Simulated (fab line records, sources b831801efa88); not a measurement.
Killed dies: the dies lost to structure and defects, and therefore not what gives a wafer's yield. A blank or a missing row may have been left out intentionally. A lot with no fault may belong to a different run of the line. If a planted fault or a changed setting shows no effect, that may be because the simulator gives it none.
What tool caused it?	flow gf180mcu	Sampling: 6 lots, 18 wafers, 2 of 602 route steps

## WHAT THE GAUGES READ, wafer by wafer
GF_MVSD_TW_MEAS_11.
lot	measured	on	MVSD_TW
L741	day 4 23:31	film_metro-04	1571 1570 1582
L746	day 6 03:46	film_metro-04	1758 1753 1750
L749	day 6 22:02	film_metro-04	1577 1583 1590
L752	day 7 15:47	film_metro-01	1566 1557 1564
L758	day 8 23:46	film_metro-04	1568 1568 1565
L761	day 9 19:34	film_metro-03	1619 1615 1608

## WHAT TOOL EACH LOT RAN ON (gives the tool, then ch and the chambers of the sampled wafers, and finally the start)
lot	GF_MVSD_IMPLANT_08
L741	implanter-02 ch 0, day 4 23:07
L746	implanter-02 ch 0, day 6 03:22
L749	implanter-03 ch 0, day 6 21:38
L752	implanter-03 ch 0, day 7 15:25
L758	implanter-03 ch 0, day 8 23:22
L761	implanter-02 ch 0, day 9 19:10
- GF_MVSD_IMPLANT_08

## THE ANSWER, worked out from the rows above alone
Rule: usual is defined by the lots themselves. Put in order of their means at a reading, lots are off if they are a third of the lots or fewer, leave a main group of 4 or more, and stand apart from it by a gap of 3 or more times the standard deviation of the main group's means; of several such gaps the widest counts. Not used: any main group whose means are identical at the precision the tables above print for the reading. A lot without any number at a reading at which 4 lots or more have one is off too. All remaining lots with rows at the step are treated as sound.
Off: L746, seen at GF_MVSD_TW_MEAS_11 (MVSD_TW). The main group has a mean of 1580 with a standard deviation of 18.
If a tool, at a process step before that reading, ran all the lots that are off and no sound lot after the first of them, it fits. Those tools and the gauges at GF_MVSD_TW_MEAS_11 are tried in the same way. No candidate that was tried fits.

## WHAT THE SIMULATOR PUT IN
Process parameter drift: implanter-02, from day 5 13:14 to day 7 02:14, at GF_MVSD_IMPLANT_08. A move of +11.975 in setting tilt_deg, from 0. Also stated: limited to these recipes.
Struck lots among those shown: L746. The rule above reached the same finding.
